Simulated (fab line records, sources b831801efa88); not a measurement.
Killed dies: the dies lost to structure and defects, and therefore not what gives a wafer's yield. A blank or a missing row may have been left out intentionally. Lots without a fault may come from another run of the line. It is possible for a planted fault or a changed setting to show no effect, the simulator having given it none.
Comparing a struck lot with a sound one -- flow sky130 -- 30 steps out of a route of 708
Sound: wafers L164.1, L164.3, L164.4. Struck: wafers L181.2, L181.4, L181.5. At the end, the cause is stated.
Per side, at each step with rows, come the tool, then ch with its chambers, and then its first start. Under that, the readings that differ: sound wafers -- struck wafers -- difference of the means -- sigmas: that difference in standard deviations of wafers without a fault.
alike: readings whose means differ by less than 2 such deviations, and words and numbers that are the same on both sides. not compared: withheld readings, readings that some wafer has no value for, bounds like >300 that may hide the same value, and numbers for which the record gives no deviation and whose values overlap.
The two part at a step that has a row with sigmas, a row that says differs or no value, or rows on one side only. Non-overlapping numbers with no deviation appear without sigmas and do not part them. A reading that every wafer of one side lacks parts them only if that side has two wafers or more.

first, 5 steps without rows for these wafers: SKY_SONOS_ONO_COAT_08 (resist thk 1140 nm); SKY_SONOS_ONO_SOFTBAKE_09 (time 60 s); SKY_SONOS_ONO_EXPOSE_10 (exposes mask ONOM, target cd 410 nm); SKY_SONOS_ONO_PEB_11; SKY_SONOS_ONO_DEVELOP_12 (develop time 60 s).
SKY_SONOS_ONO_CD_MEAS_13: the cd target is 410 nm.
  sound on cd-sem-01 at day 13 00:45; struck on cd-sem-02 at day 19 02:58
  alike: cd-nm
SKY_SONOS_ONO_OVL_MEAS_14:
  sound on overlay-01 at day 13 00:52; struck on overlay-02 at day 19 03:05
  alike: SONOS_ONO_OVL
SKY_SONOS_ONO_ETCH_15: etches the open film in CHF3/O2, target depth 19.52 nm, time 7.8 s.
  sound on rie-diel-03 ch 1,2,3, day 13 00:55; struck on rie-diel-03 ch 1,2, day 19 03:07
  alike: O2_flow_sccm, drypump-motor-current-A, oes-product-au, throttle-valve-pct
  not compared: rf-hours-counter-h
then, 1 step without rows for these wafers: SKY_SONOS_ONO_WET_ETCH_16 (etches SiO2 in dHF, target depth 14 nm, time 280 s).
SKY_SONOS_ONO_STRIP_17: strips in O2/N2.
  sound on plasma-asher-02 ch 0,1, day 13 01:01; struck on plasma-asher-02 ch 0,1, day 19 03:13
  alike: drypump-motor-current-A, n2-flow-sccm, oes-product-au, strip-time-to-endpoint-s
  not compared: rf-hours-counter-h
then, 2 steps without rows for these wafers: SKY_SONOS_ONO_WET_ETCH_18 (etches Si3N4 in H3PO4, target depth 15 nm, time 172 s); SKY_GATE_OXIDE_CLEAN_00 (cleans in SC1/SC2, time 150 s).
SKY_GATE_OXIDE_OXIDATION_01: stabilise 600 s, purge 300 s, target thk 10.268 nm.
  sound on furnace-02 ch 0, day 13 03:26; struck on furnace-01 ch 0, day 19 03:25
reading,sound,struck,difference,sigmas
model.SiO2_of_GATE_OXIDE_OXIDATION_01.thk-nm (nm),10.44 10.18 10.21,13.53 13.63 13.69,+3.34,
SKY_GATE_OXIDE_THK_MEAS_02:
  sound on film-metro-03 at day 13 04:50; struck on film-metro-03 at day 19 04:50
reading,sound,struck,difference,sigmas
GATE_OXIDE_OXIDATION_00_THK (nm),10.45 10.22 10.19,13.51 13.64 13.69,+3.33,+18
then, 7 steps without rows for these wafers: SKY_GATE_OXIDE_DEHYDRATE_03 (time 60 s); SKY_GATE_OXIDE_HMDS_04 (prime time 60 s); SKY_GATE_OXIDE_COAT_05 (resist thk 1140 nm); SKY_GATE_OXIDE_SOFTBAKE_06 (time 60 s); SKY_GATE_OXIDE_EXPOSE_07 (exposes mask LVOM, target cd 600 nm); SKY_GATE_OXIDE_PEB_08; SKY_GATE_OXIDE_DEVELOP_09 (develop time 60 s).
SKY_GATE_OXIDE_OVL_MEAS_10:
  sound on overlay-01 at day 14 05:55; struck on overlay-01 at day 20 12:18
  alike: GATE_OXIDE_OVL
then, 2 steps without rows for these wafers: SKY_GATE_OXIDE_IMPLANT_11; SKY_GATE_OXIDE_WET_ETCH_12 (etches SiO2 in dHF, target depth 16.8 nm, time 336 s).
SKY_GATE_OXIDE_STRIP_13: strips in O2/N2.
  sound on plasma-asher-01 ch 0,1, day 14 06:13; struck on plasma-asher-03 ch 0,1, day 20 12:35
  alike: drypump-motor-current-A, n2-flow-sccm, oes-product-au, strip-time-to-endpoint-s
  not compared: rf-hours-counter-h
SKY_GATE_OXIDE_TW_MEAS_14:
  sound on film-metro-03 at day 14 06:19; struck on film-metro-01 at day 20 12:41
  alike: GATE_OXIDE_TW
then, 1 step without rows for these wafers: SKY_GATE_OXIDE_CLEAN_15 (cleans in SC1/SC2, time 150 s).
SKY_GATE_OXIDE_OXIDATION_16: stabilise 600 s, purge 300 s, target thk 3.57 nm.
  sound on furnace-02 ch 0, day 14 06:41; struck on furnace-02 ch 0, day 20 12:47
reading,sound,struck,difference,sigmas
model.SiO2_of_GATE_OXIDE_OXIDATION_01.thk-nm (nm),11.73 11.49 11.54,14.71 14.78 14.84,+3.19,
then, 1 step without rows for these wafers: SKY_POLY_GATE_CVD_00 (deposits poly-Si, target thk 180 nm, time 720 s).
-- the record jumps here: 29 days lie between the struck wafers' starts before and after (it left off in module POLY_GATE and takes up again in module PAD_OPEN, whose first step shown is number 708 of the route) --
SKY_PAD_OPEN_PROBE_99:
  sound on prober-01 at day 46 07:58; struck on prober-02 at day 50 00:46
reading,sound,struck,difference,sigmas
model.etest.nfet_16v.r-on-ohm-um,1.4e+04 1.374e+04 1.388e+04,1.55e+04 1.562e+04 1.565e+04,+1.72e+03,
model.etest.pfet_16v.r-on-ohm-um,1.529e+04 1.463e+04 1.56e+04,1.606e+04 1.568e+04 1.611e+04,+7.767e+02,
model.etest.tip-sonos.rs-ohm-sq,2684 2633 2665,3539 3545 3546,+883,
model.etest.pfet-g5v0d10v5.r-on-ohm-um,4817 4826 4809,5457 5382 5458,+615,
model.etest.nfet-g5v0d10v5.r-on-ohm-um,1878 1871 1874,2173 2145 2177,+291,
model.etest.tip-p.rs-ohm-sq,6775 6747 6755,6994 6969 6981,+222,
model.etest.nfet-g5v0d10v5.drive-ua-um,602.7 616.3 608.8,481.1 482 479.5,-128.4,
model.etest.nfet_05v0_nvt.drive-ua-um,575.8 582 580.7,473.8 469.6 471.6,-107.8,
  alike: killed_at_M0_to_M3, killed_at_M4_up, killed-at-contacts, killed-at-front-end, killed-at-other, killed-dies, killed-open, killed-short

WHERE THEY PART
At SKY_GATE_OXIDE_THK_MEAS_02 and nowhere else, as far as this record goes. Later steps at which nothing parts them and some readings are alike: SKY_GATE_OXIDE_OVL_MEAS_10, SKY_GATE_OXIDE_STRIP_13, SKY_GATE_OXIDE_TW_MEAS_14, SKY_PAD_OPEN_PROBE_99.

WHY: the cause the simulator had injected
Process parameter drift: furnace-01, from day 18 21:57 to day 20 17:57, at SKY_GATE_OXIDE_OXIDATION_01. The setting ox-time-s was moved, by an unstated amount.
